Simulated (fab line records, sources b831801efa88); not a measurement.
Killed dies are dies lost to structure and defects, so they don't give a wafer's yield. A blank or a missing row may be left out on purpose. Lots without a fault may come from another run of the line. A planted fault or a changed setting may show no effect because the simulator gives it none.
Which tool did it? | flow sky130 | 12 lots, 36 wafers sampled, at 2 steps of a route of 708

WHAT THE GAUGES READ, wafer by wafer
SKY_VIA4_THK_MEAS_01.
lot  | measured     | on            | VIA4_HDPCVD_THK (nm)
L714 | day 42 05:21 | film_metro-02 | 1753 1738 1765
L715 | day 42 11:41 | film_metro-03 | 1750 1770 1740
L716 | day 42 13:11 | film_metro-03 | 1768 1760 1772
L718 | day 42 22:52 | film_metro-03 | 1745 1791 1766
L717 | day 43 12:43 | film_metro-02 | 1748 1770 1743
L719 | day 43 23:03 | film_metro-02 | 1784 1777 1748
L722 | day 44 18:50 | film_metro-02 | 1734 1753 1739
L723 | day 45 04:58 | film_metro-03 | 1764 1754 1758
L725 | day 45 09:54 | film_metro-04 | 1775 1774 1779
L726 | day 45 17:01 | film_metro-04 | 1737 1750 1774
L734 | day 47 03:20 | film_metro-04 | 1747 1724 1761
L735 | day 47 09:31 | film_metro-03 | 1740 1749 1765

WHICH TOOL RAN EACH LOT (tool, then ch and the chambers of the sampled wafers, then the start)
lot  | SKY_METAL1_METAL_ETCH_19
L714 | rie_metal-04 ch 0,1, day 33 11:06
L715 | rie_metal-04 ch 0,1, day 33 14:51
L716 | rie_metal-01 ch 0,1, day 33 20:10
L718 | rie_metal-01 ch 0,1, day 34 08:31
L717 | rie_metal-01 ch 0,1, day 34 18:58
L719 | rie_metal-01 ch 0,1, day 35 07:00
L722 | rie_metal-01 ch 1, day 36 06:26
L723 | rie_metal-01 ch 0,1, day 36 20:04
L725 | rie_metal-01 ch 0,1, day 37 00:40
L726 | rie_metal-04 ch 0,1, day 37 07:20
L734 | rie_metal-04 ch 0,1, day 39 02:39
L735 | rie_metal-04 ch 0,1, day 39 11:01
- SKY_METAL1_METAL_ETCH_19: etches the open film in Cl2/BCl3, stops on SiO2, target depth 360 nm, time 78 s.

WHAT THE TOOLS THEMSELVES READ (means of the sampled wafers that have a number; where no wafer has one, the mark that the record gives instead)
SKY_METAL1_METAL_ETCH_19.
lot  | tool         | drypump_motor_current_A (A) | mfc_cl2_sccm (sccm) | oes_product_au (a.u.) | throttle_valve_pct (%)
L714 | rie_metal-04 | 5.5                         | 60.02               | 0.844                 | 22.269
L715 | rie_metal-04 | 5.5                         | 60.04               | 0.857                 | 22.251
L716 | rie_metal-01 | 5.5                         | 60.13               | 0.855                 | 22.263
L718 | rie_metal-01 | 5.5                         | 60.15               | 0.858                 | 22.267
L717 | rie_metal-01 | 5.6                         | 59.88               | 0.856                 | 22.272
L719 | rie_metal-01 | 5.6                         | 59.98               | 0.862                 | 22.264
L722 | rie_metal-01 | 5.3                         | 60.00               | 0.859                 | 22.255
L723 | rie_metal-01 | 5.5                         | 59.83               | 0.850                 | 22.269
L725 | rie_metal-01 | 5.5                         | 60.11               | 0.855                 | 22.260
L726 | rie_metal-04 | 5.9                         | 60.08               | 0.849                 | 22.261
L734 | rie_metal-04 | 5.8                         | 60.04               | 0.859                 | 22.260
L735 | rie_metal-04 | 5.9                         | 59.76               | 0.846                 | 22.262

THE ANSWER, worked out from the rows above alone
Rule: what is usual is taken from the lots themselves. Put in order of their means at a reading, lots are off if they are a third of the lots or fewer, leave a main group of 4 or more, and stand apart from it by a gap of 3 or more times the standard deviation of the main group's means; of several such gaps the widest counts. A main group whose means are all the same, to the digits that the tables above print for the reading, isn't used. A lot without any number at a reading at which 4 lots or more have one is off too. The other lots that the step has rows for count as sound. The gauges are gone through in route order, then the tools' own readings, and for those a lot's mean is taken as printed above. The first step at which some lot is off is used, and at that step the reading that is off furthest; a lot without a number counts as furthest.
No lot is off at any reading shown: from this, nothing can be told.

WHAT THE SIMULATOR HAD PUT IN
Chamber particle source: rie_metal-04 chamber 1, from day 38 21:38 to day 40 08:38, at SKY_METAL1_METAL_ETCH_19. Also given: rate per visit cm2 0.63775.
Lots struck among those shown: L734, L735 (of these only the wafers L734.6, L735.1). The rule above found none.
